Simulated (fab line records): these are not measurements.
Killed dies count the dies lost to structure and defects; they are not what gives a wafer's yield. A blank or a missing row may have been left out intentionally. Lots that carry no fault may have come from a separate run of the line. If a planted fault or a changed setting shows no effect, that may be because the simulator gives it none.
A single fault, viewed from 2 desks    flow gf180mcu    each desk has only its own numbers; what lay behind them comes last

AT THE METROLOGY DESK
Lot by lot, what the gauges showed, no matter which tool ran the lot: averages of those sampled wafers that carry a number. A lot is out of limits, marked OUT, if its mean lies more than 4 standard deviations from the usual mean; the brackets give that distance.
Columns: A = PASSIVATION_CVD_00_THK at GF_PASSIVATION_THK_MEAS_01, usual 1000 nm; B = PASSIVATION_CVD_02_THK at GF_PASSIVATION_THK_MEAS_03, usual 702 nm
lot   first seen here  A               B
L564  day 28 07:15     983             699
L565  day 28 17:19     1011            703
L567  day 29 08:52     988             694
L568  day 29 18:27     990             700
L571  day 30 12:29     1013            701
L572  day 30 22:31     1019            695
L576  day 31 22:02     958             699
L577  day 32 03:27     939 (-4.7) OUT  698
L578  day 32 14:39     941 (-4.5) OUT  707
L579  day 32 21:15     958             700
L583  day 33 16:21     995             697
L584  day 33 22:25     1013            705
This desk's finding: out of limits on L577, L578; first on L577, day 32 03:27 (PASSIVATION_CVD_00_THK at GF_PASSIVATION_THK_MEAS_01). L564, L565, L567, L568, L571, L572, L576, L579, L583, L584: within limits.

DESK OF THE TOOL OWNER: pecvd-03
The tool's own readings at GF_PASSIVATION_CVD_00 (deposits SiO2 from TEOS, target thk 1000 nm, time 111.95 s): means of the sampled wafers that have a number, for each lot that ran on this tool. A lot is out of limits, marked OUT, if its mean lies more than 4 standard deviations from the usual mean; the brackets give that distance.
Columns: A = heater-power-w at GF_PASSIVATION_CVD_00, usual 648 W; B = susceptor-temp-C at GF_PASSIVATION_CVD_00, usual 399.96 C
lot   first seen here  A    B
L571  day 30 12:24     645  400.12
L572  day 30 22:25     540  399.92
L576  day 31 21:57     634  399.87
L577  day 32 03:22     547  399.84
L578  day 32 14:31     546  399.90
L579  day 32 21:10     569  399.84
Result from this desk: across the 6 lots, nothing is out of limits.

BROUGHT TOGETHER
Metrology desk: alarm possible at day 32 03:27 on L577, L578.
Nothing out of limits was seen by the tool owner's desk.
On record at the tool owner's desk: L577, L578, within its limits.
All the named lots went through GF_PASSIVATION_CVD_00 on pecvd-03.

WHAT THE SIMULATOR HAD INSERTED
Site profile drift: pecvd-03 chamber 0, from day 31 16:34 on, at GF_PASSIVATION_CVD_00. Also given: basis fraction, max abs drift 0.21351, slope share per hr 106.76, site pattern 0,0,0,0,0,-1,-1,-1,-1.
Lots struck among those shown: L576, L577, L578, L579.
Delay in hours, fault start to first out-of-limits reading, per desk: metrology desk 11.
